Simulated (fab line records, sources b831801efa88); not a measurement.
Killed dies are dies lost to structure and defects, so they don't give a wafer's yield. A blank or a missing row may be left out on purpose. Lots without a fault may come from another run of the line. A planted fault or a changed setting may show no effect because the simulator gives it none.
Which tool did it? | flow gf180mcu | 12 lots, 36 wafers sampled, at 5 steps of a route of 602

WHAT THE GAUGES READ, wafer by wafer
GF_VT_IMPLANT_RS_MEAS_46: measures by four-point-probe.
lot  | measured     | on            | MVSD_RS (ohm/sq)
L781 | day 7 14:38  | film_metro-02 | 465.0 465.2 464.5
L782 | day 7 20:01  | film_metro-04 | 463.1 463.3 461.9
L784 | day 8 10:52  | film_metro-02 | 463.9 462.3 464.1
L787 | day 9 08:27  | film_metro-02 | 461.9 461.1 462.4
L788 | day 9 10:01  | film_metro-02 | 465.9 465.2 465.1
L791 | day 10 10:55 | film_metro-04 | 451.2 450.9 450.7 451.1 450.6 450.4
L796 | day 11 17:57 | film_metro-02 | 464.0 463.0 462.4
L797 | day 12 01:57 | film_metro-01 | 449.9 449.4 452.3 451.9 450.4 450.9
L799 | day 12 12:55 | film_metro-01 | 462.1 462.5 461.6
L801 | day 13 11:31 | film_metro-02 | 462.0 462.6 462.8
L802 | day 13 13:32 | film_metro-04 | 462.3 462.7 461.5
L803 | day 13 14:49 | film_metro-01 | 462.8 462.4 463.8

GF_VT_IMPLANT_RS_MEAS_47: measures by four-point-probe.
lot  | measured     | on            | NWELL_RS (ohm/sq)
L781 | day 7 14:45  | film_metro-02 | 488.7 489.5 489.9
L782 | day 7 20:08  | film_metro-04 | 487.9 485.4 487.3
L784 | day 8 10:59  | film_metro-02 | 488.0 488.9 487.1
L787 | day 9 08:34  | film_metro-02 | 488.7 489.3 488.6
L788 | day 9 10:08  | film_metro-02 | 487.5 489.0 488.1
L791 | day 10 15:34 | film_metro-04 | 487.1 486.5 487.2
L796 | day 11 18:04 | film_metro-02 | 486.2 487.0 485.5
L797 | day 12 08:32 | film_metro-01 | 485.2 484.7 485.0
L799 | day 12 13:02 | film_metro-01 | 486.0 486.2 486.5
L801 | day 13 11:38 | film_metro-02 | 487.3 487.7 487.7
L802 | day 13 13:40 | film_metro-04 | 484.8 486.8 487.4
L803 | day 13 14:56 | film_metro-01 | 484.8 484.4 484.8

GF_M2_CD_MEAS_14: target cd 280 nm.
lot  | measured     | on        | cd_nm (nm)
L781 | day 19 15:37 | cd_sem-02 | 279.1 278.7 278.6
L782 | day 19 19:12 | cd_sem-01 | 276.8 278.4 278.0
L784 | day 20 16:06 | cd_sem-02 | 280.0 279.0 279.6
L787 | day 21 20:57 | cd_sem-01 | 279.2 279.2 277.5
L788 | day 21 19:04 | cd_sem-02 | 280.6 279.7 279.5
L791 | day 23 00:18 | cd_sem-02 | 278.0 277.7 277.6
L796 | day 24 23:09 | cd_sem-01 | 280.5 279.3 280.7
L797 | day 24 21:36 | cd_sem-01 | 281.3 280.4 281.4
L799 | day 25 17:12 | cd_sem-02 | 278.8 279.5 277.6
L801 | day 26 12:48 | cd_sem-01 | 280.2 279.3 279.5
L802 | day 26 13:32 | cd_sem-01 | 279.8 280.1 278.9
L803 | day 26 16:40 | cd_sem-01 | 278.0 279.2 278.8

WHICH TOOL RAN EACH LOT (tool, then ch and the chambers of the sampled wafers, then the start)
lot  | GF_MVSD_IMPLANT_09             | GF_V1_SPUTTER_21
L781 | implanter-04 ch 0, day 4 10:46 | pvd_sputter-04, day 18 14:31
L782 | implanter-04 ch 0, day 4 16:02 | pvd_sputter-02, day 18 17:37
L784 | implanter-04 ch 0, day 5 04:32 | pvd_sputter-02, day 19 16:10
L787 | implanter-01 ch 0, day 5 21:35 | pvd_sputter-03, day 20 20:10
L788 | implanter-01 ch 0, day 6 02:40 | pvd_sputter-03, day 20 18:00
L791 | implanter-04 ch 0, day 6 21:44 | pvd_sputter-03, day 22 00:43
L796 | implanter-02 ch 0, day 8 00:56 | pvd_sputter-02, day 23 23:44
L797 | implanter-04 ch 0, day 8 08:11 | pvd_sputter-04, day 23 23:16
L799 | implanter-01 ch 0, day 8 18:14 | pvd_sputter-03, day 24 19:17
L801 | implanter-02 ch 0, day 9 07:29 | pvd_sputter-03, day 25 15:10
L802 | implanter-02 ch 0, day 9 15:29 | pvd_sputter-04, day 25 16:22
L803 | implanter-01 ch 0, day 9 18:43 | pvd_sputter-03, day 25 18:42
- GF_MVSD_IMPLANT_09
- GF_V1_SPUTTER_21: material Ti, target thk 15 nm, time 80.02 s.

WHAT THE TOOLS THEMSELVES READ (means of the sampled wafers that have a number; where no wafer has one, the mark that the record gives instead)
GF_MVSD_IMPLANT_09.
lot  | tool         | beam_on_s (s) | dose_ions_cm2 | faraday_current_uA
L781 | implanter-04 | 10.08         | 5.003e+12     | 27.9
L782 | implanter-04 | 10.08         | 4.995e+12     | 28.0
L784 | implanter-04 | 9.90          | 5.001e+12     | 28.4
L787 | implanter-01 | 9.86          | 5.000e+12     | 28.5
L788 | implanter-01 | 9.94          | 4.995e+12     | 28.3
L791 | implanter-04 | 10.11         | 5.814e+12     | 32.3
L796 | implanter-02 | 10.19         | 4.998e+12     | 27.6
L797 | implanter-04 | 10.11         | 5.814e+12     | 32.5
L799 | implanter-01 | 10.19         | 4.992e+12     | 27.7
L801 | implanter-02 | 9.79          | 4.998e+12     | 28.6
L802 | implanter-02 | 10.30         | 4.996e+12     | 27.4
L803 | implanter-01 | 9.99          | 4.998e+12     | 28.2

GF_V1_SPUTTER_21.
lot  | tool           | substrate_temp_c (C) | throttle_valve_pct (%)
L781 | pvd_sputter-04 | 200.17               | 30.5
L782 | pvd_sputter-02 | 199.95               | 29.5
L784 | pvd_sputter-02 | 199.90               | 30.1
L787 | pvd_sputter-03 | 200.21               | 30.6
L788 | pvd_sputter-03 | 199.96               | 29.9
L791 | pvd_sputter-03 | 199.98               | 30.0
L796 | pvd_sputter-02 | 200.07               | 30.1
L797 | pvd_sputter-04 | 199.97               | 29.6
L799 | pvd_sputter-03 | 199.92               | 30.3
L801 | pvd_sputter-03 | 200.01               | 29.5
L802 | pvd_sputter-04 | 199.94               | 29.7
L803 | pvd_sputter-03 | 199.74               | 29.8

THE ANSWER, worked out from the rows above alone
Rule: what is usual is taken from the lots themselves. Put in order of their means at a reading, lots are off if they are a third of the lots or fewer, leave a main group of 4 or more, and stand apart from it by a gap of 3 or more times the standard deviation of the main group's means; of several such gaps the widest counts. A main group whose means are all the same, to the digits that the tables above print for the reading, isn't used. A lot without any number at a reading at which 4 lots or more have one is off too. The other lots that the step has rows for count as sound. The gauges are gone through in route order, then the tools' own readings, and for those a lot's mean is taken as printed above. The first step at which some lot is off is used, and at that step the reading that is off furthest; a lot without a number counts as furthest.
Off: L791, L797, at GF_VT_IMPLANT_RS_MEAS_46 (MVSD_RS). The main group: mean 463.1 ohm/sq, standard deviation 1.1.
A tool fits if, at a process step before that reading, it ran every lot that is off, and no sound lot after the first of them. The gauges at GF_VT_IMPLANT_RS_MEAS_46 aren't tried: what is off there is off at GF_MVSD_IMPLANT_09 too, on other tools, and a gauge's error can't cause that. One fits: implanter-04 at GF_MVSD_IMPLANT_09. Its last sound lot is L784 (day 5 04:32), its first lot that is off L791 (day 6 21:44): a fault that began between those two fits.
The tool's own readings at GF_MVSD_IMPLANT_09 bear it out: on the lots that are off they differ by more than 5 times the standard deviation of the sound lots' means. dose_ions_cm2 reads 5.814e+12 there against 4.998e+12 on the sound lots; faraday_current_uA reads 32.4 there against 28.1 on the sound lots.

WHAT THE SIMULATOR HAD PUT IN
Process parameter drift: implanter-04, from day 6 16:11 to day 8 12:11, at GF_MVSD_IMPLANT_09. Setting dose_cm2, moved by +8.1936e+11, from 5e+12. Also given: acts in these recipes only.
Lots struck among those shown: L791, L797. The rule above found the same.
